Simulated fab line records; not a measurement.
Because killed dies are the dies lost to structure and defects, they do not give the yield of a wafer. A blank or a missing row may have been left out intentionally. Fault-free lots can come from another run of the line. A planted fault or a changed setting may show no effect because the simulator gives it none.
A sampling plan put to the test :: flow sky130 :: one fab line, 19 faults that these records tell of, each judged on the records of the lots that it struck
The line's own looks make up the plan; these are the steps of the route where a gauge or inspection reads the wafer and leaves it unchanged. Where struck wafers have a number at a look and the file lists that look's usual mean and standard deviation on fault-free wafers, the look can be judged. Caught: a look later than the fault's first step finds the struck wafers' mean 4 or more of those standard deviations (sigma) from the usual mean. On the tool: here the same test is run on the tool's own readings at the fault's steps. If the struck wafers alone have a blank record, or they carry another recipe, that too counts as caught.

== THE FAULTS, as the simulator had put them in ==
1. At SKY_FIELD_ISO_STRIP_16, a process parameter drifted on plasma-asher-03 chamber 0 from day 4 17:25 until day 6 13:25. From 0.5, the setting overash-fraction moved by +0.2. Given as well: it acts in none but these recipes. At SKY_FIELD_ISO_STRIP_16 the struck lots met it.
2. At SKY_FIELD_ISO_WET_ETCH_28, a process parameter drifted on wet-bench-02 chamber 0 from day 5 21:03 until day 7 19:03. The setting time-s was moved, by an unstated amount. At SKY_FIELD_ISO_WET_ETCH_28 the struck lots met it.
3. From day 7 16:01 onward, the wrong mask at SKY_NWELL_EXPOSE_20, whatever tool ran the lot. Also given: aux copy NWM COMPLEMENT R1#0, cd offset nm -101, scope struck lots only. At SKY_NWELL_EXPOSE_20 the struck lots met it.
4. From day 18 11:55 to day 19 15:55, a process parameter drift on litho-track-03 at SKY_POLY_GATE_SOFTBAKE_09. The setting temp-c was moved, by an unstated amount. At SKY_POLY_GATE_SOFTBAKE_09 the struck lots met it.
5. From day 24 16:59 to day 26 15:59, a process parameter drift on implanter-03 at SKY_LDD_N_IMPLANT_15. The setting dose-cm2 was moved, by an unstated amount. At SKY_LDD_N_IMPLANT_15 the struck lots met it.
6. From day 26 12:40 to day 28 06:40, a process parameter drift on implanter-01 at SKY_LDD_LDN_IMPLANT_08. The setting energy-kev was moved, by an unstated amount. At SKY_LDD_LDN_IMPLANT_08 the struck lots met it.
7. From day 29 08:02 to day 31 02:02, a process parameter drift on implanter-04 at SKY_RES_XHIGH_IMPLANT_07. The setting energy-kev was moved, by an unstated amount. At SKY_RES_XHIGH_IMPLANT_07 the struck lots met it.
8. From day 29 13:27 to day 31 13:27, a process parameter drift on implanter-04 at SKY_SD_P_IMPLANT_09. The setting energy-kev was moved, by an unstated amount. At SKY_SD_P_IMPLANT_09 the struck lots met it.
9. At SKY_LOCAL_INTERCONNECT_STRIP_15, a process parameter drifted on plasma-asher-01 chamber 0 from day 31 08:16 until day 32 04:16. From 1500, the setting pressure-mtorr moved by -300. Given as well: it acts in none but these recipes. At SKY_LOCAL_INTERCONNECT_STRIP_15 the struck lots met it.
10. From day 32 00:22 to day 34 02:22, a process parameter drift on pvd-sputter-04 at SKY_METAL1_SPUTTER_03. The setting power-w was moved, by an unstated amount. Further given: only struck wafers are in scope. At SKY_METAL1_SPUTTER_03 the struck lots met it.
11. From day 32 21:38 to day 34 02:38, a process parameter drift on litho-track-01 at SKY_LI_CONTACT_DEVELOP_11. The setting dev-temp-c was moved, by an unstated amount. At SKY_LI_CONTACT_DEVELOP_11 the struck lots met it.
12. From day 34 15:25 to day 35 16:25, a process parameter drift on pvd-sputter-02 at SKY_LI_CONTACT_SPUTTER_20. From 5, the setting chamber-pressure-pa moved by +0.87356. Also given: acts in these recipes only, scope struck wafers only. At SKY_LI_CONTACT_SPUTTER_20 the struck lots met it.
13. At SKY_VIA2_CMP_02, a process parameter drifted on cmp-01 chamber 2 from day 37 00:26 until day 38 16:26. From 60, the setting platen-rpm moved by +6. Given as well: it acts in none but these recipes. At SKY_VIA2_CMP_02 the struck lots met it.
14. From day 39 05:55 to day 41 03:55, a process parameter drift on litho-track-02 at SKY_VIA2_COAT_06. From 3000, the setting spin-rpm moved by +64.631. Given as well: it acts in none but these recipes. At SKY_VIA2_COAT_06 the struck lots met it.
15. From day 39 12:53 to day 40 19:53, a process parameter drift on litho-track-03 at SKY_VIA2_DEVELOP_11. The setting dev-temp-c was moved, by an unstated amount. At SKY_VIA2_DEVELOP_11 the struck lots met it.
16. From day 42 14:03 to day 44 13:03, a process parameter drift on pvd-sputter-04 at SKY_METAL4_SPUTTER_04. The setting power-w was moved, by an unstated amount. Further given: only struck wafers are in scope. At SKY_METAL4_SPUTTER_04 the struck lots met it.
17. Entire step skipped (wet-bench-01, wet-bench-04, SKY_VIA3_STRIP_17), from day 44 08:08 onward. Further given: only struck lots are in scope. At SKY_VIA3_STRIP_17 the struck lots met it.
18. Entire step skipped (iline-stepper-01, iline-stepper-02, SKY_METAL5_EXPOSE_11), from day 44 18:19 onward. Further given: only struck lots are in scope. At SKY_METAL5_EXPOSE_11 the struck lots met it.
19. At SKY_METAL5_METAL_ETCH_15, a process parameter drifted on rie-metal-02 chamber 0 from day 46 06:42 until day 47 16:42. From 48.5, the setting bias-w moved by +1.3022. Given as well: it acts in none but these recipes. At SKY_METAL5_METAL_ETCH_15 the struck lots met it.

== WHAT THE PLAN SAW ==
fault: 1
on the tool itself: under 2 sigma
first look that catches it: not the one look that can be judged after it
reading, sigma: -
median hours from its first step to that look: -
hours from the fault's start to the first struck lot there: -
judged looks passed uncaught: 1

fault: 2
on the tool itself: run-length-s -10 sigma
first look that catches it: not the one look that can be judged after it
reading, sigma: -
median hours from its first step to that look: -
hours from the fault's start to the first struck lot there: -
judged looks passed uncaught: 1

fault: 3
on the tool itself: no reading that can be judged
first look that catches it: none of the 2 looks that can be judged after it
reading, sigma: -
median hours from its first step to that look: -
hours from the fault's start to the first struck lot there: -
judged looks passed uncaught: 2

fault: 4
on the tool itself: plate-temp-C -43 sigma
first look that catches it: no look after it can be judged
reading, sigma: -
median hours from its first step to that look: -
hours from the fault's start to the first struck lot there: -
judged looks passed uncaught: 0

fault: 5
on the tool itself: dose-ions-cm2 +99 or beyond sigma
first look that catches it: not the one look that can be judged after it
reading, sigma: -
median hours from its first step to that look: -
hours from the fault's start to the first struck lot there: -
judged looks passed uncaught: 1

fault: 6
on the tool itself: beam-energy-keV +99 or beyond sigma
first look that catches it: no look after it can be judged
reading, sigma: -
median hours from its first step to that look: -
hours from the fault's start to the first struck lot there: -
judged looks passed uncaught: 0

fault: 7
on the tool itself: beam-energy-keV -69 sigma
first look that catches it: no look after it can be judged
reading, sigma: -
median hours from its first step to that look: -
hours from the fault's start to the first struck lot there: -
judged looks passed uncaught: 0

fault: 8
on the tool itself: beam-energy-keV -29 sigma
first look that catches it: not the one look that can be judged after it
reading, sigma: -
median hours from its first step to that look: -
hours from the fault's start to the first struck lot there: -
judged looks passed uncaught: 1

fault: 9
on the tool itself: chamber-pressure-mTorr -99 or beyond sigma
first look that catches it: not the one look that can be judged after it
reading, sigma: -
median hours from its first step to that look: -
hours from the fault's start to the first struck lot there: -
judged looks passed uncaught: 1

fault: 10
on the tool itself: cathode-dc-power-W -99 or beyond sigma
first look that catches it: no look after it can be judged
reading, sigma: -
median hours from its first step to that look: -
hours from the fault's start to the first struck lot there: -
judged looks passed uncaught: 0

fault: 11
on the tool itself: developer-temp-C +8.5 sigma
first look that catches it: no look after it can be judged
reading, sigma: -
median hours from its first step to that look: -
hours from the fault's start to the first struck lot there: -
judged looks passed uncaught: 0

fault: 12
on the tool itself: chamber-pressure-pa +78 sigma
first look that catches it: not the one look that can be judged after it
reading, sigma: -
median hours from its first step to that look: -
hours from the fault's start to the first struck lot there: -
judged looks passed uncaught: 1

fault: 13
on the tool itself: platen-rpm +99 or beyond sigma
first look that catches it: no look after it can be judged
reading, sigma: -
median hours from its first step to that look: -
hours from the fault's start to the first struck lot there: -
judged looks passed uncaught: 0

fault: 14
on the tool itself: spin-speed-rpm +31 sigma
first look that catches it: not the one look that can be judged after it
reading, sigma: -
median hours from its first step to that look: -
hours from the fault's start to the first struck lot there: -
judged looks passed uncaught: 1

fault: 15
on the tool itself: developer-temp-C +8.3 sigma
first look that catches it: none of the 2 looks that can be judged after it
reading, sigma: -
median hours from its first step to that look: -
hours from the fault's start to the first struck lot there: -
judged looks passed uncaught: 2

fault: 16
on the tool itself: cathode-dc-power-W -99 or beyond sigma
first look that catches it: no look after it can be judged
reading, sigma: -
median hours from its first step to that look: -
hours from the fault's start to the first struck lot there: -
judged looks passed uncaught: 0

fault: 17
on the tool itself: the tool's record is blank for the struck wafers
first look that catches it: no look after it can be judged
reading, sigma: -
median hours from its first step to that look: -
hours from the fault's start to the first struck lot there: -
judged looks passed uncaught: 0

fault: 18
on the tool itself: no reading that can be judged
first look that catches it: no look after it can be judged
reading, sigma: -
median hours from its first step to that look: -
hours from the fault's start to the first struck lot there: -
judged looks passed uncaught: 0

fault: 19
on the tool itself: bias-w +8.0 sigma
first look that catches it: no look after it can be judged
reading, sigma: -
median hours from its first step to that look: -
hours from the fault's start to the first struck lot there: -
judged looks passed uncaught: 0
Dash: fault not caught, or number not given in these records.

Caught at a look: 0 of 19. Caught on the tool: 16 of 19. By one or the other: 16 of 19.
Faults 2, 4, 5, 6, 7, 8, 9, 10, 11, 12, 13, 14, 15, 16, 17, 19 were caught on the tool alone.
Caught by neither: faults 1, 3, 18.
